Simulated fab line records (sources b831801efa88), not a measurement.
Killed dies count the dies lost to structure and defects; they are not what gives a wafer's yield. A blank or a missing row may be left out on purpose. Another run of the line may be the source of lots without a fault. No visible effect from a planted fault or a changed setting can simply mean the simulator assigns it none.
Which tool is to blame? ; flow sky130 ; Sampling: 24 lots, 72 wafers, 6 of 708 route steps

== WHAT EACH GAUGE READ, for each wafer ==
SKY_CONTACT_THK_MEAS_01.
lot;measured;on;CONTACT_CVD_00_THK (nm)
L074;day 30 03:17;film_metro-01;74.1 75.0 75.0
L075;day 30 09:26;film_metro-02;75.4 76.3 76.4
L076;day 30 20:20;film_metro-01;74.8 75.5 75.8
L077;day 31 05:17;film_metro-01;73.6 73.4 74.8
L078;day 31 16:48;film_metro-02;73.7 73.8 74.2
L079;day 31 23:49;film_metro-01;74.3 74.4 76.4
L080;day 32 20:01;film_metro-02;72.8 72.6 74.6
L081;day 32 11:27;film_metro-02;74.3 74.1 76.1
L082;day 33 00:11;film_metro-01;74.5 74.9 74.8
L083;day 33 20:55;film_metro-03;73.2 75.0 74.1
L084;day 34 16:05;film_metro-02;73.2 75.4 75.2
L085;day 34 17:54;film_metro-01;73.8 73.8 74.3
L086;day 34 21:32;film_metro-02;73.8 75.6 75.2
L087;day 34 21:47;film_metro-01;74.9 76.0 74.9
L088;day 35 05:09;film_metro-03;74.1 73.7 74.8
L089;day 35 09:30;film_metro-02;73.4 75.1 74.7
L090;day 35 10:59;film_metro-03;72.9 74.3 74.8
L091;day 36 04:25;film_metro-01;74.5 73.9 75.3
L092;day 36 03:30;film_metro-01;73.2 74.6 74.6
L093;day 36 09:09;film_metro-03;74.3 73.0 74.2
L094;day 36 16:16;film_metro-01;74.4 74.0 74.5
L095;day 36 20:34;film_metro-03;73.1 73.6 73.7
L096;day 37 00:50;film_metro-03;75.1 74.1 75.1
L097;day 37 13:46;film_metro-03;73.4 74.8 73.6

SKY_VIA3_RS_MEAS_22: uses a four-point probe to measure.
lot;measured;on;VIA3_W_RS (ohm/sq)
L074;day 39 10:53;film_metro-03;0.293 0.298 0.300
L075;day 39 15:47;film_metro-02;0.283 0.285 0.286
L076;day 40 01:15;film_metro-03;0.291 0.295 0.289
L077;day 40 07:16;film_metro-03;0.290 0.290 0.296
L078;day 40 19:04;film_metro-03;0.301 0.304 0.297
L079;day 41 01:41;film_metro-03;0.295 0.295 0.297
L080;day 41 20:06;film_metro-04;0.295 0.295 0.296
L081;day 41 12:29;film_metro-02;0.282 0.283 0.294
L082;day 42 01:09;film_metro-02;0.296 0.297 0.293
L083;day 42 18:40;film_metro-02;0.289 0.289 0.290
L084;day 43 11:37;film_metro-03;0.289 0.294 0.292
L085;day 43 13:31;film_metro-04;0.295 0.293 0.294
L086;day 43 15:49;film_metro-02;0.293 0.294 0.290
L087;day 43 17:07;film_metro-03;0.295 0.301 0.292
L088;day 43 22:55;film_metro-04;0.294 0.291 0.296
L089;day 44 01:52;film_metro-02;0.286 0.293 0.294
L090;day 44 03:14;film_metro-04;0.289 0.290 0.288
L091;day 44 18:22;film_metro-02;0.289 0.293 0.292
L092;day 44 17:27;film_metro-02;0.293 0.290 0.296
L093;day 44 22:46;film_metro-03;0.288 0.285 0.288
L094;day 45 04:16;film_metro-04;0.292 0.288 0.288
L095;day 45 09:02;film_metro-03;0.295 0.289 0.298
L096;day 45 13:03;film_metro-03;0.295 0.290 0.295
L097;day 45 21:13;film_metro-03;0.290 0.293 0.291

== TOOL THAT RAN EACH LOT (tool first, then ch and the chambers of the sampled wafers, then the start) ==
lot;SKY_FIELD_ISO_ETCH_17;SKY_METAL2_DESCUM_17;SKY_CAPM_SPUTTER_02;SKY_VIA3_ETCH_14
L074;rie_si-01 ch 0,1,3, day 2 06:08;rie_metal-04 ch 0,1, day 34 22:04;pvd_sputter-04, day 36 03:07;rie_diel-02 ch 0,2,3, day 39 09:59
L075;rie_si-01 ch 0,1,3, day 2 10:15;rie_metal-02 ch 0, day 35 02:26;pvd_sputter-04, day 36 07:17;rie_diel-03 ch 1,2, day 39 14:52
L076;rie_si-02 ch 2,3, day 2 15:05;rie_metal-04 ch 0,1, day 35 13:17;pvd_sputter-02, day 36 17:53;rie_diel-02 ch 2,3, day 39 23:58
L077;rie_si-02 ch 0,2, day 2 21:00;rie_metal-02 ch 0,1, day 35 20:16;pvd_sputter-02, day 37 00:55;rie_diel-04 ch 1,2,3, day 40 06:22
L078;rie_si-02 ch 2,3, day 3 02:47;rie_metal-03 ch 0, day 36 08:01;pvd_sputter-04, day 37 13:11;rie_diel-02 ch 0,2, day 40 18:10
L079;rie_si-01 ch 1,2, day 3 06:35;rie_metal-04 ch 0,1, day 36 15:21;pvd_sputter-01, day 37 20:07;rie_diel-02 ch 0,1,3, day 41 00:44
L080;rie_si-01 ch 1,2,3, day 3 14:36;rie_metal-02 ch 0,1, day 37 10:07;pvd_sputter-01, day 38 15:01;rie_diel-02 ch 0,2,3, day 41 19:13
L081;rie_si-02 ch 1,2,3, day 3 17:59;rie_metal-03 ch 0,1, day 37 01:52;pvd_sputter-04, day 38 07:15;rie_diel-03 ch 0,3, day 41 11:35
L082;rie_si-02 ch 1,2, day 3 22:41;rie_metal-02 ch 0,1, day 37 14:26;pvd_sputter-04, day 38 19:43;rie_diel-04 ch 1,2,3, day 42 00:14
L083;rie_si-01 ch 1,2,3, day 4 04:02;rie_metal-03 ch 0,1, day 38 11:31;pvd_sputter-04, day 39 16:00;rie_diel-04 ch 0,1,2, day 42 17:40
L084;rie_si-01 ch 1,2, day 4 11:18;rie_metal-04 ch 0,1, day 39 05:59;pvd_sputter-04, day 40 09:46;rie_diel-04 ch 1,2,3, day 43 10:43
L085;rie_si-02 ch 0,1,2, day 4 15:14;rie_metal-03 ch 0,1, day 39 07:19;pvd_sputter-04, day 40 10:53;rie_diel-04 ch 0,1,2, day 43 12:34
L086;rie_si-01 ch 0,2,3, day 4 20:09;rie_metal-04 ch 0,1, day 39 10:16;pvd_sputter-02, day 40 13:58;rie_diel-03 ch 1,2, day 43 14:55
L087;rie_si-01 ch 2,3, day 5 00:18;rie_metal-04 ch 0,1, day 39 11:25;pvd_sputter-04, day 40 15:10;rie_diel-02 ch 0,3, day 43 16:13
L088;rie_si-02 ch 0,2,3, day 5 09:59;rie_metal-04 ch 0,1, day 39 17:19;pvd_sputter-02, day 40 20:33;rie_diel-03 ch 0,2,3, day 43 22:02
L089;rie_si-01 ch 2,3, day 5 10:20;rie_metal-03 ch 0,1, day 39 20:46;pvd_sputter-04, day 41 00:11;rie_diel-04 ch 2,3, day 44 00:59
L090;rie_si-01 ch 0,2,3, day 5 20:07;rie_metal-03 ch 0,1, day 39 22:39;pvd_sputter-02, day 41 02:18;rie_diel-04 ch 0,1, day 44 02:19
L091;rie_si-01 ch 0,2, day 6 04:03;rie_metal-02 ch 0,1, day 40 15:14;pvd_sputter-01, day 41 18:34;rie_diel-04 ch 0,1,2, day 44 17:28
L092;rie_si-02 ch 2,3, day 6 04:24;rie_metal-03 ch 0, day 40 14:38;pvd_sputter-01, day 41 18:02;rie_diel-03 ch 0,3, day 44 16:34
L093;rie_si-01 ch 2,3, day 6 07:53;rie_metal-04 ch 0,1, day 40 19:19;pvd_sputter-01, day 41 23:04;rie_diel-02 ch 0,1,2, day 44 21:31
L094;rie_si-02 ch 0,1,3, day 6 14:19;rie_metal-04 ch 0, day 41 03:38;pvd_sputter-04, day 42 07:17;rie_diel-03 ch 0,1,3, day 45 03:23
L095;rie_si-01 ch 0,2, day 6 16:59;rie_metal-02 ch 0,1, day 41 07:41;pvd_sputter-02, day 42 10:10;rie_diel-04 ch 0,1, day 45 08:10
L096;rie_si-02 ch 1,2, day 6 22:40;rie_metal-04 ch 1, day 41 10:20;pvd_sputter-04, day 42 13:27;rie_diel-03 ch 1,2, day 45 12:07
L097;rie_si-01 ch 0,2,3, day 7 04:27;rie_metal-02 ch 0,1, day 41 23:17;pvd_sputter-01, day 43 01:20;rie_diel-03 ch 0,2,3, day 45 20:19
- SKY_FIELD_ISO_ETCH_17: etches Si in HBr/Cl2/O2, target depth 342 nm, time 97.7 s.
- SKY_METAL2_DESCUM_17: chemistry O2, time 8 s.
- SKY_CAPM_SPUTTER_02: material TiN, target thk 200 nm, time 172.5 s.
- SKY_VIA3_ETCH_14: etches BARC in N2/H2, stops on SiO2, time 45.9 s, target depth 60 nm.

== WHAT THE TOOLS THEMSELVES READ (means of the sampled wafers that have a number; where no wafer has one, the mark that the record gives instead) ==
SKY_FIELD_ISO_ETCH_17.
lot;tool;drypump_motor_current_A (A);oes_product_au (a.u.);throttle_valve_pct (%)
L074;rie_si-01;5.7;1.007;25.667
L075;rie_si-01;5.7;1.013;25.650
L076;rie_si-02;5.5;1.001;25.659
L077;rie_si-02;5.7;0.988;25.659
L078;rie_si-02;5.7;0.991;25.659
L079;rie_si-01;5.2;1.008;25.647
L080;rie_si-01;5.3;0.992;25.658
L081;rie_si-02;5.8;0.979;25.669
L082;rie_si-02;5.9;0.983;25.672
L083;rie_si-01;5.3;0.987;25.656
L084;rie_si-01;5.4;1.002;25.659
L085;rie_si-02;5.8;0.984;25.670
L086;rie_si-01;5.6;0.995;25.662
L087;rie_si-01;5.2;0.978;25.661
L088;rie_si-02;5.7;0.997;25.663
L089;rie_si-01;5.2;0.984;25.674
L090;rie_si-01;5.6;1.001;25.649
L091;rie_si-01;5.5;1.011;25.645
L092;rie_si-02;5.5;1.003;25.661
L093;rie_si-01;5.2;0.987;25.671
L094;rie_si-02;6.0;0.995;25.665
L095;rie_si-01;5.5;1.018;25.642
L096;rie_si-02;5.7;1.000;25.658
L097;rie_si-01;5.6;0.992;25.658

SKY_METAL2_DESCUM_17.
lot;tool;drypump_motor_current_A (A);oes_product_au (a.u.)
L074;rie_metal-04;6.35;0.993
L075;rie_metal-02;6.21;1.020
L076;rie_metal-04;6.25;0.998
L077;rie_metal-02;6.12;1.020
L078;rie_metal-03;5.57;1.033
L079;rie_metal-04;6.35;0.998
L080;rie_metal-02;6.14;1.015
L081;rie_metal-03;5.92;1.014
L082;rie_metal-02;6.16;1.014
L083;rie_metal-03;5.93;1.005
L084;rie_metal-04;6.36;1.000
L085;rie_metal-03;5.96;1.017
L086;rie_metal-04;6.25;1.006
L087;rie_metal-04;6.24;0.999
L088;rie_metal-04;6.23;0.994
L089;rie_metal-03;5.74;1.024
L090;rie_metal-03;5.73;1.016
L091;rie_metal-02;6.09;1.008
L092;rie_metal-03;5.56;1.034
L093;rie_metal-04;6.37;1.008
L094;rie_metal-04;6.13;1.000
L095;rie_metal-02;6.09;1.016
L096;rie_metal-04;6.47;1.002
L097;rie_metal-02;6.08;1.011

SKY_CAPM_SPUTTER_02.
lot;tool;throttle_valve_pct (%)
L074;pvd_sputter-04;31.1
L075;pvd_sputter-04;31.4
L076;pvd_sputter-02;31.0
L077;pvd_sputter-02;31.0
L078;pvd_sputter-04;31.3
L079;pvd_sputter-01;29.9
L080;pvd_sputter-01;30.2
L081;pvd_sputter-04;30.8
L082;pvd_sputter-04;31.6
L083;pvd_sputter-04;31.5
L084;pvd_sputter-04;31.4
L085;pvd_sputter-04;31.3
L086;pvd_sputter-02;31.2
L087;pvd_sputter-04;31.3
L088;pvd_sputter-02;31.2
L089;pvd_sputter-04;31.6
L090;pvd_sputter-02;30.9
L091;pvd_sputter-01;30.8
L092;pvd_sputter-01;30.7
L093;pvd_sputter-01;30.8
L094;pvd_sputter-04;31.5
L095;pvd_sputter-02;31.2
L096;pvd_sputter-04;31.7
L097;pvd_sputter-01;30.6

SKY_VIA3_ETCH_14.
lot;tool;drypump_motor_current_A (A);h2_flow_sccm (sccm);oes_product_au (a.u.);throttle_valve_pct (%)
L074;rie_diel-02;5.90;199.5;0.857;13.216
L075;rie_diel-03;5.76;200.4;0.860;13.219
L076;rie_diel-02;6.14;200.6;0.852;13.222
L077;rie_diel-04;5.60;200.5;0.851;13.216
L078;rie_diel-02;5.68;200.8;0.858;13.225
L079;rie_diel-02;5.70;199.6;0.849;13.227
L080;rie_diel-02;5.90;199.6;0.855;13.229
L081;rie_diel-03;5.16;199.1;0.857;13.215
L082;rie_diel-04;5.59;200.1;0.856;13.219
L083;rie_diel-04;5.65;200.1;0.857;13.222
L084;rie_diel-04;5.59;200.6;0.856;13.223
L085;rie_diel-04;5.63;200.2;0.854;13.223
L086;rie_diel-03;5.81;199.7;0.856;13.222
L087;rie_diel-02;5.96;199.7;0.856;13.218
L088;rie_diel-03;5.40;200.3;0.853;13.225
L089;rie_diel-04;5.57;199.9;0.853;13.218
L090;rie_diel-04;5.71;199.8;0.848;13.215
L091;rie_diel-04;5.64;199.8;0.853;13.223
L092;rie_diel-03;5.17;199.6;0.859;13.231
L093;rie_diel-02;5.61;200.1;0.855;13.219
L094;rie_diel-03;5.42;200.3;0.853;13.217
L095;rie_diel-04;5.72;199.9;0.856;13.221
L096;rie_diel-03;5.77;200.0;0.849;13.224
L097;rie_diel-03;5.39;200.3;0.853;13.220

== THE ANSWER, worked out from the rows above alone ==
Rule: the lots themselves supply what counts as usual. Put in order of their means at a reading, lots are off if they are a third of the lots or fewer, leave a main group of 4 or more, and stand apart from it by a gap of 3 or more times the standard deviation of the main group's means; of several such gaps the widest counts. If all means in a main group match to the digits the tables above print for the reading, that group is not used. A lot without any number at a reading at which 4 lots or more have one is off too. The other lots that the step has rows for count as sound. After the gauges, taken in route order, come the tools' own readings; for these a lot's mean is taken, as printed above. The first step at which some lot is off is used, and at that step the reading that is off furthest; a lot without a number counts as furthest.
No lot is off at any reading shown: from this, nothing can be told.

== WHAT THE SIMULATOR HAD INSERTED ==
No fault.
